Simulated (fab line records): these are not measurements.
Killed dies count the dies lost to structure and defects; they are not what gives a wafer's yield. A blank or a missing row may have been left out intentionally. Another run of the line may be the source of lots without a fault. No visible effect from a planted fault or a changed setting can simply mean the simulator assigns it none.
What tool caused it?	flow sky130	39 wafers from 13 lots sampled at 4 of the route's 708 steps

WHAT THE GAUGES SHOWED, per wafer
SKY_LDD_LDN_OVL_MEAS_07. Usual: for LDD_LDN_OVL the level is 0.5 nm and the standard deviation is 1.5.
lot	measured	on	LDD_LDN_OVL (nm)	flag
L293	day 22 23:59	overlay-01	-1.0 -1.0 0.3	
L296	day 23 13:03	overlay-02	0.7 2.6 0.8	
L294	day 23 13:40	overlay-02	-1.6 -2.3 -0.7	
L297	day 24 02:22	overlay-01	-0.1 0.4 0.1	
L298	day 24 03:55	overlay-01	-0.3 -0.4 1.3	
L300	day 25 15:40	overlay-01	-1.8 1.9 -2.0	
L307	day 27 23:57	overlay-01	1.7 0.4 2.0	
L308	day 28 06:34	overlay-02	2.5 1.3 0.0	
L309	day 28 18:22	overlay-01	-0.2 0.6 -0.2	
L310	day 28 18:58	overlay-01	0.1 0.2 1.0	
L311	day 28 22:57	overlay-02	-1.2 0.1 1.1	
L312	day 29 09:00	overlay-02	2.3 2.6 0.5	
L314	day 30 03:28	overlay-01	-1.1 0.8 -1.2	

SKY_SD_N_RS_MEAS_16: uses a four-point probe to measure. Usual: for SD_N_RS the level is 68.52 ohm/sq and the standard deviation is 0.17.
lot	measured	on	SD_N_RS (ohm/sq)	flag
L293	day 28 01:43	filmMetro-04	68.40 68.58 68.53	
L296	day 28 13:10	filmMetro-03	68.62 68.54 68.58	
L294	day 28 14:32	filmMetro-04	68.66 68.68 68.64	
L297	day 29 00:19	filmMetro-02	68.43 68.56 68.53	
L298	day 29 03:54	filmMetro-04	68.69 68.53 68.58	
L300	day 30 11:34	filmMetro-02	68.24 68.25 68.23	
L307	day 32 13:01	filmMetro-03	68.58 68.49 68.72	
L308	day 32 19:08	filmMetro-02	70.41 70.21 70.30	OFF
L309	day 33 06:47	filmMetro-02	68.30 68.40 68.29	
L310	day 33 09:55	filmMetro-02	70.43 70.33 70.27	OFF
L311	day 33 12:40	filmMetro-04	68.61 68.70 68.86	
L312	day 33 21:47	filmMetro-04	68.53 68.60 68.59	
L314	day 34 15:23	filmMetro-02	68.45 68.07 68.37	

SKY_LI_CONTACT_OVL_MEAS_13. Usual: for LI_CONTACT_OVL the level is -1 nm and the standard deviation is 4.9.
lot	measured	on	LI_CONTACT_OVL (nm)	flag
L293	day 29 05:50	overlay-02	8 2 8	
L296	day 29 17:22	overlay-01	-1 -2 0	
L294	day 29 17:53	overlay-02	4 4 -3	
L297	day 30 03:38	overlay-01	13 -4 6	
L298	day 30 06:53	overlay-01	-1 -2 -3	
L300	day 31 14:31	overlay-01	-2 -5 -5	
L307	day 33 16:37	overlay-02	-7 -2 -1	
L308	day 33 22:21	overlay-01	-9 -3 5	
L309	day 34 10:22	overlay-02	-6 -2 3	
L310	day 34 13:41	overlay-01	-8 4 0	
L311	day 34 15:40	overlay-01	-3 -5 2	
L312	day 35 01:28	overlay-01	-6 -8 -13	
L314	day 35 19:19	overlay-01	4 -1 -3	

TOOL THAT RAN EACH LOT (tool first, then ch and the chambers of the sampled wafers, then the start)
lot	SKY_SD_N_IMPLANT_10
L293	implanter-03 ch 0, day 28 01:11
L296	implanter-03 ch 0, day 28 12:37
L294	implanter-03 ch 0, day 28 14:01
L297	implanter-01 ch 0, day 28 23:44
L298	implanter-03 ch 0, day 29 03:22
L300	implanter-02 ch 0, day 30 11:02
L307	implanter-01 ch 0, day 32 12:28
L308	implanter-01 ch 0, day 32 18:36
L309	implanter-02 ch 0, day 33 06:16
L310	implanter-01 ch 0, day 33 09:23
L311	implanter-03 ch 0, day 33 12:08
L312	implanter-03 ch 0, day 33 21:16
L314	implanter-03 ch 0, day 34 14:52
- SKY_SD_N_IMPLANT_10

AS READ BY THE TOOLS THEMSELVES (means over the sampled wafers that have a number; for cases with no such wafer, the mark the record gives instead)
SKY_SD_N_IMPLANT_10. Usual: doseIonsCm2 1.0004e+14, standard deviation 1.2e+11; faradayCurrentUA 508, standard deviation 35.
lot	tool	doseIonsCm2	faradayCurrentUA	flag
L293	implanter-03	1.0014e+14	471	
L296	implanter-03	9.9973e+13	476	
L294	implanter-03	1.0017e+14	477	
L297	implanter-01	1.0011e+14	504	
L298	implanter-03	9.9980e+13	469	
L300	implanter-02	1.0008e+14	572	
L307	implanter-01	1.0009e+14	513	
L308	implanter-01	9.9733e+12	56	OFF
L309	implanter-02	1.0012e+14	567	
L310	implanter-01	9.8700e+12	57	OFF
L311	implanter-03	1.0008e+14	472	
L312	implanter-03	1.0019e+14	476	
L314	implanter-03	1.0018e+14	469	

THE ANSWER, worked out from the rows above alone
Rule: a lot is off if the mean of its wafers that have a number lies more than 3 standard deviations from the usual mean. Also off: a lot with no number at a reading for which 4 or more lots have one. All remaining lots with rows at the step are treated as sound. The gauges are gone through in route order, then the tools' own readings, and for those a lot's mean is taken as printed above. The first step at which some lot is off is used, and at that step the reading that is off furthest; a lot without a number counts as furthest.
Off: at SKY_SD_N_RS_MEAS_16 (SD_N_RS), L308, L310.
If a tool, at a process step before that reading, ran all the lots that are off and no sound lot after the first of them, it fits. The gauges at SKY_SD_N_RS_MEAS_16 aren't tried: what is off there is off at SKY_SD_N_IMPLANT_10 too, on other tools, and a gauge's error can't cause that. One candidate fits, namely implanter-01 at SKY_SD_N_IMPLANT_10. Its last sound lot is L307 (day 32 12:28), its first lot that is off L308 (day 32 18:36): a fault that began between those two fits.
The tool's own readings at SKY_SD_N_IMPLANT_10 bear it out: on the lots that are off they differ by more than 5 times the standard deviation of the sound lots' means. doseIonsCm2 reads 9.9216e+12 there against 1.0010e+14 on the sound lots; faradayCurrentUA reads 56 there against 497 on the sound lots.

WHAT WAS PUT IN BY THE SIMULATOR
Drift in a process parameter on implanter-01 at SKY_SD_N_IMPLANT_10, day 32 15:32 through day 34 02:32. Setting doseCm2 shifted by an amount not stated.
Struck lots among those shown: L308, L310. The same result came from the rule above.
